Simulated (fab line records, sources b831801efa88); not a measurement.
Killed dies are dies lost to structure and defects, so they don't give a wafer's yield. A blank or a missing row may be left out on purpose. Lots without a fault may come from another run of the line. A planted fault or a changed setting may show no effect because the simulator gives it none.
A struck lot beside a sound one | flow sky130 | 18 steps out of a route of 708
Sound: wafers L410.1, L410.4, L410.6. Struck: wafers L420.1, L420.3, L420.4. The cause comes at the end.
At each step with rows: each side's tool, then ch and its chambers, then its first start. Under that, the readings that differ: sound wafers | struck wafers | difference of the means | sigmas: that difference in standard deviations of wafers without a fault.
alike: readings whose means differ by less than 2 such deviations, and words and numbers that are the same on both sides. not compared: withheld readings, readings that some wafer has no value for, bounds like >300 that may hide the same value, and numbers for which the record gives no deviation and whose values overlap.
The two part at a step that has a row with sigmas, a row that says differs or no value, or rows on one side only. Numbers that don't overlap but have no deviation are shown without sigmas and don't part them. A reading that every wafer of one side lacks parts them only if that side has two wafers or more.

first, 1 step without rows for these wafers: SKY_POLY_CUT_DEVELOP_07 (develop time 60 s).
SKY_POLY_CUT_CD_MEAS_08: target cd 270 nm.
  sound on cd_sem-02, day 23 15:12; struck on cd_sem-01, day 28 01:08
  alike: cd_nm
SKY_POLY_CUT_OVL_MEAS_09:
  sound on overlay-01, day 23 15:19; struck on overlay-02, day 28 01:16
  alike: POLY_CUT_OVL
SKY_POLY_CUT_ETCH_10: etches BARC in N2/H2, stops on SiO2, time 45.9 s, target depth 60 nm.
  sound on rie_diel-04 ch 0,1, day 23 15:22; struck on rie_diel-01 ch 0,2,3, day 28 01:17
  reading                | sound                | struck               | difference | sigmas
  throttle_valve_pct (%) | 13.246 13.217 13.230 | 13.200 13.214 13.217 | -0.021     | -2
  alike: drypump_motor_current_A, oes_product_au
  not compared: rf_hours_counter_h
SKY_POLY_CUT_ETCH_11: etches Si3N4 in CF4/CH2F2/Ar, stops on poly-Si, time 42.5 s, target depth 60 nm.
  sound on rie_diel-04 ch 0,1, day 23 15:24; struck on rie_diel-01 ch 0,2,3, day 28 01:20
  alike: drypump_motor_current_A, oes_product_au, throttle_valve_pct
  not compared: rf_hours_counter_h
SKY_POLY_CUT_STRIP_12: strips in O2/N2.
  sound on plasma_asher-04 ch 0,1, day 23 15:26; struck on plasma_asher-04 ch 0,1, day 28 01:22
  alike: drypump_motor_current_A, oes_product_au, strip_time_to_endpoint_s
  not compared: rf_hours_counter_h
then, 6 steps without rows for these wafers: SKY_SD_P_DEHYDRATE_00 (time 60 s); SKY_SD_P_HMDS_01 (prime time 60 s); SKY_SD_P_COAT_02 (resist thk 1140 nm); SKY_SD_P_SOFTBAKE_03 (time 60 s); SKY_SD_P_EXPOSE_04 (exposes mask PSDM, target cd 380 nm); SKY_SD_P_PEB_05.
SKY_SD_P_DEVELOP_06: develop time 60 s.
  sound on litho_track-01 ch 0, day 24 20:37; struck on litho_track-01 ch 0, day 29 06:25
SKY_SD_P_CD_MEAS_07: target cd 380 nm.
  sound on cd_sem-02, day 24 20:46; struck on cd_sem-01, day 29 06:34
  reading    | sound             | struck | difference                    | sigmas
  cd_nm (nm) | 385.6 380.5 381.9 | - - -  | no value on the struck wafers |
SKY_SD_P_OVL_MEAS_08:
  sound on overlay-01, day 24 20:53; struck on overlay-01, day 29 06:41
  reading       | sound          | struck | difference                    | sigmas
  SD_P_OVL (nm) | -2.2 -1.6 -0.7 | - - -  | no value on the struck wafers |
then, 1 step without rows for these wafers: SKY_SD_P_IMPLANT_09.
SKY_SD_P_STRIP_10: strips in O2/N2.
  sound on plasma_asher-04 ch 0,1, day 24 21:04; struck on plasma_asher-03 ch 0,1, day 29 06:52
  alike: drypump_motor_current_A, oes_product_au, strip_time_to_endpoint_s
  not compared: rf_hours_counter_h
SKY_SD_P_TW_MEAS_11:
  sound on film_metro-04, day 24 21:10; struck on film_metro-02, day 29 07:11
  reading | sound          | struck   | difference | sigmas
  SD_P_TW | 2876 2857 2869 | 30 30 30 | -2837      | -99 or more
  not compared: hold

WHERE THEY PART
First at SKY_POLY_CUT_ETCH_10; last, within this record, at SKY_SD_P_TW_MEAS_11.

WHY: what the simulator had put in
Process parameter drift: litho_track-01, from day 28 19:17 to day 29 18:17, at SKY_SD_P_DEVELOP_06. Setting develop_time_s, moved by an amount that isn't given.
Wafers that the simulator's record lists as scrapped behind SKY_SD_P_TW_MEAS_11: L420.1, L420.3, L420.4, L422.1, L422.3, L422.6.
